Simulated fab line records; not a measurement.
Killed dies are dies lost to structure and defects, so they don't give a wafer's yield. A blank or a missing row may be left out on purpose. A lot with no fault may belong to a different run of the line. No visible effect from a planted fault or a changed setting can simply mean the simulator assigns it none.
What tool caused it? ; flow sky130 ; Sampling: 12 lots, 36 wafers, 5 of 708 route steps

## WHAT THE GAUGES READ, wafer by wafer
The record holds no reading of a measuring or inspecting step that can be judged against a usual standard deviation.

## EACH LOT AND THE TOOL THAT RAN IT (in order: tool; ch and the chambers of the sampled wafers; start)
lot;SKY_VIA4_CMP_02;SKY_VIA4_ETCH_12;SKY_VIA4_STRIP_14;SKY_METAL5_DESCUM_14;SKY_PAD_OPEN_PROBE_99
L281;cmp-02 ch 0,3, day 41 13:16;rie_diel-03 ch 0,1,3, day 42 12:51;wet_bench-04 ch 2, day 42 13:01;rie_metal-01 ch 0,1, day 43 13:38;prober-01, day 45 12:44
L282;cmp-02 ch 0,1, day 41 21:15;rie_diel-04 ch 1,2,3, day 42 21:22;wet_bench-02 ch 1, day 42 21:32;rie_metal-04 ch 0, day 43 21:55;prober-02, day 45 20:40
L285;cmp-02 ch 0,2,3, day 43 07:43;rie_diel-03 ch 0,3, day 44 06:26;wet_bench-03 ch 0, day 44 06:36;rie_metal-01 ch 0, day 45 05:40;prober-01, day 47 01:15
L287;cmp-02 ch 0,1,2, day 43 13:06;rie_diel-04 ch 0,1,2, day 44 11:34;wet_bench-03 ch 3, day 44 11:44;rie_metal-04 ch 0,1, day 45 10:28;prober-01, day 47 06:49
L289;cmp-01 ch 0,2,3, day 44 05:03;rie_diel-03 ch 0,1, day 45 03:02;wet_bench-04 ch 2, day 45 03:12;rie_metal-02 ch 0,1, day 46 01:19;prober-01, day 47 19:34
L290;cmp-01 ch 0,2,3, day 44 16:50;rie_diel-03 ch 1,3, day 45 14:16;wet_bench-02 ch 3, day 45 14:26;rie_metal-04 ch 0, day 46 12:13;prober-02, day 48 07:13
L291;cmp-02 ch 2,3, day 44 23:45;rie_diel-01 ch 0,1,3, day 45 20:20;wet_bench-02 ch 2, day 45 20:30;rie_metal-02 ch 0,1, day 46 17:49;prober-02, day 48 11:25
L293;cmp-01 ch 1,2, day 45 09:17;rie_diel-01 ch 1,2, day 46 06:41;wet_bench-03 ch 2, day 46 06:51;rie_metal-02 ch 0,1, day 47 04:34;prober-01, day 48 21:31
L294;cmp-02 ch 1,2, day 45 16:26;rie_diel-03 ch 1,2, day 46 12:54;wet_bench-03 ch 2, day 46 13:17;rie_metal-02 ch 0,1, day 47 10:16;prober-02, day 49 02:58
L295;cmp-01 ch 0,2,3, day 45 18:01;rie_diel-01 ch 0,2, day 46 14:48;wet_bench-04 ch 1, day 46 15:00;rie_metal-01 ch 0,1, day 47 12:10;prober-01, day 49 05:14
L297;cmp-01 ch 1,2,3, day 46 05:50;rie_diel-04 ch 1,3, day 47 01:05;wet_bench-04 ch 1, day 47 01:15;rie_metal-02 ch 0, day 47 21:34;prober-01, day 49 14:02
L301;cmp-01 ch 1,2,3, day 48 07:43;rie_diel-03 ch 1,2,3, day 49 02:09;wet_bench-03 ch 1, day 49 02:19;rie_metal-02 ch 0,1, day 49 19:52;prober-01, day 51 07:41
- SKY_VIA4_CMP_02: polishes SiO2.
- SKY_VIA4_ETCH_12: etches SiO2 in C4F8/O2/Ar, stops on TiN, target depth 580 nm.
- SKY_VIA4_STRIP_14: strips in post etch residue remover, time 1200 s.
- SKY_METAL5_DESCUM_14: chemistry O2, time 11 s.
- SKY_PAD_OPEN_PROBE_99

## WHAT THE TOOLS THEMSELVES READ (means of the sampled wafers that have a number; where no wafer has one, the mark that the record gives instead)
SKY_VIA4_CMP_02.
lot;tool;motor_current_A (A);slurry_filter_dp_kPa (kPa);slurry_flow_ml_min
L281;cmp-02;12.2;13.67;150.4
L282;cmp-02;11.0;13.52;149.3
L285;cmp-02;12.5;13.38;150.0
L287;cmp-02;12.2;13.38;149.9
L289;cmp-01;12.4;13.67;149.8
L290;cmp-01;12.6;13.55;150.4
L291;cmp-02;13.5;13.50;150.2
L293;cmp-01;12.3;13.45;150.0
L294;cmp-02;13.8;13.64;150.1
L295;cmp-01;12.6;13.55;150.4
L297;cmp-01;12.0;13.43;149.7
L301;cmp-01;12.3;13.44;150.3

SKY_VIA4_ETCH_12.
lot;tool;oes_product_au (a.u.)
L281;rie_diel-03;0.931
L282;rie_diel-04;0.928
L285;rie_diel-03;0.924
L287;rie_diel-04;0.922
L289;rie_diel-03;0.927
L290;rie_diel-03;0.929
L291;rie_diel-01;0.929
L293;rie_diel-01;0.929
L294;rie_diel-03;0.925
L295;rie_diel-01;0.925
L297;rie_diel-04;0.926
L301;rie_diel-03;0.929

SKY_METAL5_DESCUM_14.
lot;tool;drypump_motor_current_A (A);oes_product_au (a.u.)
L281;rie_metal-01;5.7;0.995
L282;rie_metal-04;5.0;1.007
L285;rie_metal-01;6.1;1.003
L287;rie_metal-04;5.1;1.000
L289;rie_metal-02;6.3;1.007
L290;rie_metal-04;4.9;1.007
L291;rie_metal-02;6.3;1.012
L293;rie_metal-02;6.2;1.002
L294;rie_metal-02;6.3;1.002
L295;rie_metal-01;5.9;0.998
L297;rie_metal-02;6.5;1.009
L301;rie_metal-02;6.0;0.997

SKY_PAD_OPEN_PROBE_99.
lot;tool;defect_limited_yield (%);killed_at_M0_to_M3;killed_at_M4_up;killed_at_contacts;killed_at_front_end;killed_at_other;killed_dies;killed_open;killed_short;sort_bin_3_pad_short (%);sort_bin_5_function (%);sort_bin_6_memory (%);sort_n_pass;sort_yield_pct (%)
L281;prober-01;83.5;40;5.0;25;12;0.0;81;43;39;1.2;9.8;5.5;411;83.5
L282;prober-02;82.8;42;2.3;28;12;0.7;85;51;32;0.7;10.1;6.4;407;82.8
L285;prober-01;82.0;44;3.7;20;22;0.0;89;45;43;0.9;10.4;6.8;403;82.0
L287;prober-01;81.6;52;3.0;24;11;0.3;91;52;39;0.8;12.0;5.6;401;81.6
L289;prober-01;82.0;45;1.3;24;18;0.3;88;45;43;0.8;11.4;5.8;404;82.0
L290;prober-02;83.5;41;2.7;24;14;0.0;81;41;40;1.0;9.1;6.3;411;83.5
L291;prober-02;83.0;45;4.7;16;18;0.0;83;38;45;0.9;10.2;5.9;409;83.0
L293;prober-01;82.4;41;2.7;27;16;0.0;86;43;43;1.2;10.7;5.6;406;82.4
L294;prober-02;80.4;48;2.3;26;21;0.0;97;53;43;0.7;11.8;7.2;395;80.4
L295;prober-01;81.2;41;4.0;29;18;0.7;92;47;45;1.1;10.4;7.3;400;81.2
L297;prober-01;82.2;46;2.0;22;17;0.3;87;49;39;0.5;11.3;6.0;405;82.2
L301;prober-01;74.0;42;45.3;26;15;0.0;128;47;39;2.4;16.1;7.5;364;74.0

## THE ANSWER, worked out from the rows above alone
Rule: the lots themselves supply what counts as usual. The widest of any qualifying gaps counts: lots, ordered by their means at a reading, are off when they make up no more than a third of the lots, leave a main group of 4 or more, and stand apart from it by 3 or more times the standard deviation of that group's means. A main group whose means are all the same, to the digits that the tables above print for the reading, isn't used. A lot without any number at a reading at which 4 lots or more have one is off too. All remaining lots with rows at the step are treated as sound. The gauges are gone through in route order, then the tools' own readings, and for those a lot's mean is taken as printed above. At the first step where some lot is off, the reading lying furthest off is the one used; lots without a number count as furthest.
Off: L301, at SKY_PAD_OPEN_PROBE_99 (killed_at_M4_up). The main group has a mean of 3.1 with a standard deviation of 1.1.
A tool fits if, at that step or a process step before it, it ran every lot that is off, and no sound lot after the first of them. Can't be told from this: 5 tools fit, cmp-01 at SKY_VIA4_CMP_02, rie_diel-03 at SKY_VIA4_ETCH_12, wet_bench-03 at SKY_VIA4_STRIP_14, rie_metal-02 at SKY_METAL5_DESCUM_14, prober-01 at SKY_PAD_OPEN_PROBE_99.

## WHAT HAD BEEN PUT IN BY THE SIMULATOR
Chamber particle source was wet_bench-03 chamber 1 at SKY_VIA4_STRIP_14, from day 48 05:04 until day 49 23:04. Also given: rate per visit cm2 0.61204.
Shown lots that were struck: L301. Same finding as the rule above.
